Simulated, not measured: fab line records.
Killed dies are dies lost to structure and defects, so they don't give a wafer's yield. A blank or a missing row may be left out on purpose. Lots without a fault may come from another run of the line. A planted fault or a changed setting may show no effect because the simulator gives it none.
Check of tool commonality    flow gf180mcu    11 lots, 33 wafers sampled

REASON IT WAS OPENED
At GF_CONTACT_RS_MEAS_25 the reading CONTACT_W_RS is flagged on 3 of 11 lots. Fault-free wafers read 0.380 ohm/sq, with a standard deviation of 0.0055.
Rule: a lot is flagged when every wafer of it that has a number lies more than 4 standard deviations from that mean, or none has a number. All remaining lots are regarded as sound.

lot   measured      on             CONTACT_W_RS (ohm/sq), wafer by wafer  flag
L512  day 17 15:25  film_metro-03  0.373 0.370 0.375                      
L513  day 17 23:49  film_metro-04  0.376 0.374 0.382                      
L514  day 18 08:29  film_metro-02  0.382 0.389 0.374                      
L517  day 19 15:25  film_metro-04  0.376 0.373 0.387                      
L519  day 20 12:14  film_metro-04  0.386 0.379 0.381                      
L520  day 20 18:22  film_metro-02  0.382 0.386 0.385                      
L521  day 20 22:28  film_metro-03  0.382 0.378 0.390                      
L523  day 21 18:23  film_metro-03  0.230 0.228 0.230                      FLAGGED
L524  day 21 20:49  film_metro-03  0.227 0.231 0.232                      FLAGGED
L525  day 22 12:01  film_metro-03  0.226 0.229 0.229                      FLAGGED
L530  day 23 20:20  film_metro-02  0.382 0.384 0.379                      
The numbers of the flagged lots are 0.229 ohm/sq on average: -0.151 ohm/sq against the usual, or -27 standard deviations.

TOOL THAT RAN EACH LOT
Before the reading, the record contains 3 process steps out of a 602-step route. Cell contents, in order: the tool; ch with the chambers the sampled wafers went through; the start.
lot   flag     GF_CONTACT_CMP_04              GF_CONTACT_ETCH_16                  GF_CONTACT_CVD_24
L512           cmp-02 ch 1,3, day 16 16:01    rie_diel-02 ch 1,2,3, day 17 14:46  cvd_w-01 ch 0,1, day 17 15:19
L513           cmp-01 ch 0,1,2, day 17 00:11  rie_diel-01 ch 2,3, day 17 23:10    cvd_w-01 ch 0,1, day 17 23:43
L514           cmp-01 ch 2,3, day 17 07:56    rie_diel-03 ch 0,3, day 18 07:48    cvd_w-01 ch 0,1, day 18 08:22
L517           cmp-02 ch 1,2,3, day 18 14:01  rie_diel-03 ch 1,3, day 19 14:44    cvd_w-01 ch 0,1, day 19 15:18
L519           cmp-02 ch 0,1,2, day 19 11:11  rie_diel-03 ch 0,1,3, day 20 11:28  cvd_w-02 ch 1, day 20 12:02
L520           cmp-02 ch 0,2,3, day 19 17:23  rie_diel-02 ch 0,1, day 20 17:36    cvd_w-02 ch 1, day 20 18:10
L521           cmp-02 ch 2,3, day 19 21:22    rie_diel-02 ch 0,1, day 20 21:48    cvd_w-01 ch 0,1, day 20 22:22
L523  FLAGGED  cmp-02 ch 0,1, day 20 16:22    rie_diel-03 ch 0,1, day 21 17:37    cvd_w-01 ch 1, day 21 18:12
L524  FLAGGED  cmp-02 ch 2,3, day 20 19:58    rie_diel-03 ch 0,2,3, day 21 20:10  cvd_w-01 ch 0,1, day 21 20:43
L525  FLAGGED  cmp-01 ch 1,2,3, day 21 11:40  rie_diel-02 ch 1,2,3, day 22 11:19  cvd_w-01 ch 0,1, day 22 11:52
L530           cmp-01 ch 0,1,2, day 22 20:47  rie_diel-01 ch 0,3, day 23 19:30    cvd_w-02 ch 1, day 23 20:10
What these steps do:
- GF_CONTACT_CMP_04: polishes SiO2.
- GF_CONTACT_ETCH_16: etches BARC in N2/H2.
- GF_CONTACT_CVD_24: deposits W, target thk 300 nm, time 90.339 s.
- GF_CONTACT_RS_MEAS_25: measures by four-point-probe.

FLAGGED OVER TOTAL, TOOL BY TOOL (the gauges that took the reading come last)
step                   tool           lots run  flagged  share of the flagged lots  sound lots run after its first flagged lot
GF_CONTACT_CMP_04      cmp-01         4         1        some                       1 (L530)
GF_CONTACT_CMP_04      cmp-02         7         2        some                       0
GF_CONTACT_ETCH_16     rie_diel-01    2         0        none                       -
GF_CONTACT_ETCH_16     rie_diel-02    4         1        some                       0
GF_CONTACT_ETCH_16     rie_diel-03    5         2        some                       0
GF_CONTACT_CVD_24      cvd_w-01       8         3        all                        0
GF_CONTACT_CVD_24      cvd_w-02       3         0        none                       -
GF_CONTACT_RS_MEAS_25  film_metro-02  3         0        none                       -
GF_CONTACT_RS_MEAS_25  film_metro-03  5         3        all                        0
GF_CONTACT_RS_MEAS_25  film_metro-04  3         0        none                       -

WHAT THE TABLE PERMITS
Every flagged lot went through 2 rows of the table: cvd_w-01 at GF_CONTACT_CVD_24 and film_metro-03 at GF_CONTACT_RS_MEAS_25.
- cvd_w-01 at GF_CONTACT_CVD_24: 3 of its 8 lots flagged. A fault beginning between L521 (day 20 22:22), its last sound lot, and L523 (day 21 18:12), its first flagged one, fits the data. Its own readings (susceptor_temp_C) fall more than 4 standard deviations out on all wafers of the flagged lots.
- film_metro-03 at GF_CONTACT_RS_MEAS_25: 3 of its 5 lots flagged. A fault beginning between L521 (day 20 22:28), its last sound lot, and L523 (day 21 18:23), its first flagged one, fits the data.
Because each of these 2 tools fits a fault that began at some hour, counting lots does not separate them. More lots, or a look at what each step does to the wafer, might.

WHAT WAS PUT IN BY THE SIMULATOR
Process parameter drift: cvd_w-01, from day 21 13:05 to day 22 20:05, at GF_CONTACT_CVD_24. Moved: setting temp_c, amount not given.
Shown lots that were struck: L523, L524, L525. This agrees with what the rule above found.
